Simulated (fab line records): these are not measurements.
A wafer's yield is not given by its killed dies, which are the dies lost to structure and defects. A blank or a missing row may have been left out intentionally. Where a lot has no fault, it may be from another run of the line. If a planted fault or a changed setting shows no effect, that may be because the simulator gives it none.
Struck lot and sound lot, side by side | flow gf180mcu | 27 steps out of a route of 602
Sound: wafers L530.1, L530.2, L530.3. Struck: wafer L540.5 (L540.1, L540.6, from the same lot, were not struck and are left out); the cause is given at the end.
For every step that has rows: the tool of each side, followed by ch and its chambers, followed by its first start. Under that, the readings that differ: sound wafers | struck wafers | difference of the means | sigmas: that difference in standard deviations of wafers without a fault.
alike: a reading whose means differ by less than 2 such deviations, as well as words and numbers matching on both sides. not compared: withheld readings; readings where some wafer has no value; bounds like >300 that might hide an equal value; numbers whose values overlap and for which the record gives no deviation.
A row with sigmas, a row that says differs or no value, or rows on one side alone: a step with any of these is where the two part. Numbers that don't overlap but have no deviation are shown without sigmas and don't part them. A reading missing from all wafers of one side parts the sides only when that side holds two or more wafers.

first, 2 steps without rows for these wafers: GF_V4_SPUTTER_22 (material TiN, target thk 10 nm, time 40 s); GF_V4_CVD_23 (deposits W, target thk 350 nm, time 104.9 s).
GF_V4_RS_MEAS_24: measures by four-point-probe.
  struck on film metro-01, day 29 12:32; sound on film metro-04, day 25 17:05
  alike: V4_W_RS
GF_V4_THK_MEAS_25: measures by xrf.
  struck on film metro-01, day 29 12:40; sound on film metro-04, day 25 17:13
  alike: V4_W_THK
GF_V4_CMP_26: polishes, stops on SiO2, t overpolish 15 s, target thk 0 nm.
  sound on cmp-01 ch 0,1,3, day 25 17:16; struck on cmp-02 ch 0, day 29 12:52
  alike: head pressure psi, motor current A, overpolish run s, slurry flow ml min, time to endpoint s
then, 2 steps without rows for these wafers: GF_MIM_SPUTTER_00 (material Ti, target thk 37.5 nm, time 150 s); GF_MIM_SPUTTER_01 (material TiN, target thk 30 nm, time 25 s).
GF_MIM_SPUTTER_02: material AlCu, target thk 450 nm, time 23.9 s.
  struck on pvd sputter-03, day 29 13:09; sound on pvd sputter-01, day 25 17:42
  alike: throttle valve pct
then, 2 steps without rows for these wafers: GF_MIM_SPUTTER_03 (material Ti, target thk 10 nm, time 6.7 s); GF_MIM_SPUTTER_04 (material TiN, target thk 50 nm, time 41.7 s).
GF_MIM_CVD_05: deposits Si3N4, target thk 42 nm, time 29.086 s.
  sound on pecvd-02 ch 0,1,2, day 25 17:47; struck on pecvd-04 ch 2, day 29 13:14
  alike: heater power w
  not compared: since wet clean h
GF_MIM_THK_MEAS_06:
  struck on film metro-03, day 29 13:16; sound on film metro-02, day 25 17:49
  alike: MIM_CVD_05_THK
GF_MIM_SPUTTER_07: material TiN, target thk 60 nm, time 50 s.
  struck on pvd sputter-04, day 29 13:20; sound on pvd sputter-04, day 25 17:53
  reading                                 | sound             | struck | difference | sigmas
  model.TiN_of_MIM_SPUTTER_07.thk nm (nm) | 58.48 60.21 59.34 | 97.97  | +38.63     |
  alike: throttle valve pct
then, 1 step without rows for these wafers: GF_MIM_SPUTTER_08 (material AlCu, target thk 200 nm, time 10.6 s).
GF_MIM_SPUTTER_09: material TiN, target thk 35 nm, time 29.2 s.
  struck on pvd sputter-04, day 29 13:25; sound on pvd sputter-04, day 25 17:57
  alike: throttle valve pct
GF_MIM_RS_MEAS_10: measures by four-point-probe.
  struck on film metro-01, day 29 13:27; sound on film metro-02, day 25 17:59
  alike: MIM_ALCU_RS
GF_MIM_THK_MEAS_11: measures by xrf.
  struck on film metro-01, day 29 13:34; sound on film metro-02, day 25 18:06
  alike: MIM_ALCU_THK
then, 7 steps without rows for these wafers: GF_MIM_DEHYDRATE_12 (time 60 s); GF_MIM_HMDS_13 (prime time 60 s); GF_MIM_COAT_14 (resist thk 1000 nm); GF_MIM_SOFTBAKE_15 (time 60 s); GF_MIM_EXPOSE_16 (exposes mask FuseTop, target cd 2000 nm); GF_MIM_PEB_17; GF_MIM_DEVELOP_18 (develop time 60 s).
GF_MIM_METAL_ETCH_19: etches the open film in Cl2/BCl3, stops on Si3N4, target depth 324.5 nm, time 54.1 s.
  sound on rie metal-01 ch 0,1, day 26 14:16; struck on rie metal-04 ch 1, day 30 08:01
  reading                | sound                | struck | difference | sigmas
  oes product au (a.u.)  | 0.936 0.935 0.941    | 0.977  | +0.040     | +7
  throttle valve pct (%) | 28.285 28.298 28.289 | 28.253 | -0.038     | -3
  alike: drypump motor current A
  not compared: rf hours counter h
GF_MIM_STRIP_20: strips in O2/N2.
  sound on plasma asher-04 ch 0,1, day 26 14:20; struck on plasma asher-04 ch 0, day 30 08:05
  reading                      | sound             | struck | difference | sigmas
  strip time to endpoint s (s) | 11.19 11.17 11.18 | 11.31  | +0.13      | +3
  alike: drypump motor current A, heater power w, o2 flow sccm, oes product au
  not compared: rf hours counter h
-- the record jumps here: 3 days lie between the struck wafers' starts before and after (it left off in module MIM and takes up again in module PASSIVATION, whose first step shown is number 602 of the route) --
GF_PASSIVATION_PROBE_99:
  the record has rows for the struck wafers here (prober-01, day 33 10:41) and none for the sound ones

== WHERE THEY PART ==
Earliest at GF_MIM_METAL_ETCH_19; latest, in this record, at GF_PASSIVATION_PROBE_99.

WHY: the cause the simulator had injected
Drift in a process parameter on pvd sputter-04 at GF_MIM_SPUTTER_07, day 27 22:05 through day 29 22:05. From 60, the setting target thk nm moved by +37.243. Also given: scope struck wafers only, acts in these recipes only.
